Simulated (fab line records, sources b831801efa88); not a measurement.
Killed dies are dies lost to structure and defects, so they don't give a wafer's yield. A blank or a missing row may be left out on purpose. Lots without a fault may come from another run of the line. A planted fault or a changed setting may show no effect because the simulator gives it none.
A struck lot beside a sound one | flow sky130 | 16 steps out of a route of 708
Sound: wafers L829.4, L829.5, L829.6. Struck: wafers L820.1, L820.2, L820.5. The cause comes at the end.
At each step with rows: each side's tool, then ch and its chambers, then its first start. Under that, the readings that differ: sound wafers | struck wafers | difference of the means | sigmas: that difference in standard deviations of wafers without a fault.
alike: readings whose means differ by less than 2 such deviations, and words and numbers that are the same on both sides. not compared: withheld readings, readings that some wafer has no value for, bounds like >300 that may hide the same value, and numbers for which the record gives no deviation and whose values overlap.
The two part at a step that has a row with sigmas, a row that says differs or no value, or rows on one side only. Numbers that don't overlap but have no deviation are shown without sigmas and don't part them. A reading that every wafer of one side lacks parts them only if that side has two wafers or more.

first, 2 steps without rows for these wafers: SKY_METAL4_PEB_11; SKY_METAL4_DEVELOP_12 (develop time 60 s).
SKY_METAL4_CD_MEAS_13: target cd 300 nm.
  sound on cd_sem-02, day 47 22:29; struck on cd_sem-02, day 45 10:50
  alike: cd_nm
SKY_METAL4_OVL_MEAS_14:
  sound on overlay-02, day 47 22:34; struck on overlay-02, day 45 10:57
  alike: METAL4_OVL
SKY_METAL4_DESCUM_15: chemistry O2, time 8 s.
  sound on rie_metal-04 ch 0,1, day 47 22:36; struck on rie_metal-03 ch 0,1, day 45 10:59
  alike: drypump_motor_current_A, oes_product_au
  not compared: rf_hours_counter_h
SKY_METAL4_ETCH_16: etches BARC in N2/H2, stops on SiO2, time 88.2 s, target depth 60 nm.
  sound on rie_metal-04 ch 0,1, day 47 22:39; struck on rie_metal-03 ch 0,1, day 45 11:01
  alike: drypump_motor_current_A, oes_product_au, throttle_valve_pct
  not compared: rf_hours_counter_h
SKY_METAL4_ETCH_17: etches SiO2 in C4F8/O2/Ar, stops on TiN, time 3.9 s, target depth 15 nm.
  sound on rie_diel-03 ch 0,1,3, day 47 22:44; struck on rie_diel-03 ch 1,2,3, day 45 11:07
  alike: oes_product_au
  not compared: rf_hours_counter_h
then, 1 step without rows for these wafers: SKY_METAL4_METAL_ETCH_18 (etches the open film in Cl2/BCl3, stops on SiO2, target depth 845 nm, time 183.1 s).
SKY_METAL4_STRIP_19: strips in O2/N2.
  sound on plasma_asher-02 ch 0,1, day 47 23:15; struck on plasma_asher-01 ch 0,1, day 45 11:19
  alike: drypump_motor_current_A, oes_product_au, strip_time_to_endpoint_s
  not compared: rf_hours_counter_h
then, 3 steps without rows for these wafers: SKY_METAL4_STRIP_20 (strips in post etch residue remover, time 1200 s); SKY_METAL4_CLEAN_21 (cleans in IPA, time 180 s); SKY_METAL4_CLEAN_22 (cleans in O3/DIW).
SKY_VIA4_HDPCVD_00: deposits SiO2, target thk 1750 nm, time 291.7 s.
  sound on hdpcvd-02 ch 0,1,2, day 47 23:53; struck on hdpcvd-01 ch 0,1, day 45 11:55
  reading                                  | sound             | struck            | difference | sigmas
  sih4_flow_sccm (sccm)                    | 59.96 59.60 60.45 | 48.14 47.84 47.95 | -12.03     | -67
  model.SiO2_of_VIA4_HDPCVD_00.thk_nm (nm) | 1782 1786 1792    | 1420 1418 1424    | -366       |
SKY_VIA4_THK_MEAS_01:
  sound on film_metro-03, day 48 00:01; struck on film_metro-04, day 45 12:05
  reading              | sound          | struck         | difference | sigmas
  VIA4_HDPCVD_THK (nm) | 1782 1788 1791 | 1421 1419 1425 | -365       | -23
SKY_VIA4_CMP_02: polishes SiO2.
  sound on cmp-01 ch 1,2,3, day 48 00:14; struck on cmp-01 ch 2,3, day 45 12:09
  alike: motor_current_A
-- the record jumps here: 4 days lie between the struck wafers' starts before and after (it left off in module VIA4 and takes up again in module PAD_OPEN, whose first step shown is number 708 of the route) --
SKY_PAD_OPEN_PROBE_99:
  sound on prober-02, day 51 02:59; struck on prober-01, day 49 01:26
  alike: defect_limited_yield, killed_at_M0_to_M3, killed_at_M4_up, killed_at_contacts, killed_at_front_end, killed_at_other, killed_dies, killed_on_rim, killed_open, killed_short, sort_bin_3_pad_short, sort_bin_5_function, sort_bin_6_memory, sort_n_pass, sort_yield_pct

WHERE THEY PART
First at SKY_VIA4_HDPCVD_00; last, within this record, at SKY_VIA4_THK_MEAS_01. Later steps at which nothing parts them and some readings are alike: SKY_VIA4_CMP_02, SKY_PAD_OPEN_PROBE_99.

WHY: what the simulator had put in
Process parameter drift: hdpcvd-01, from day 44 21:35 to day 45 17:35, at SKY_VIA4_HDPCVD_00. Setting sih4_flow_sccm, moved by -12, from 60. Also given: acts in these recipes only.
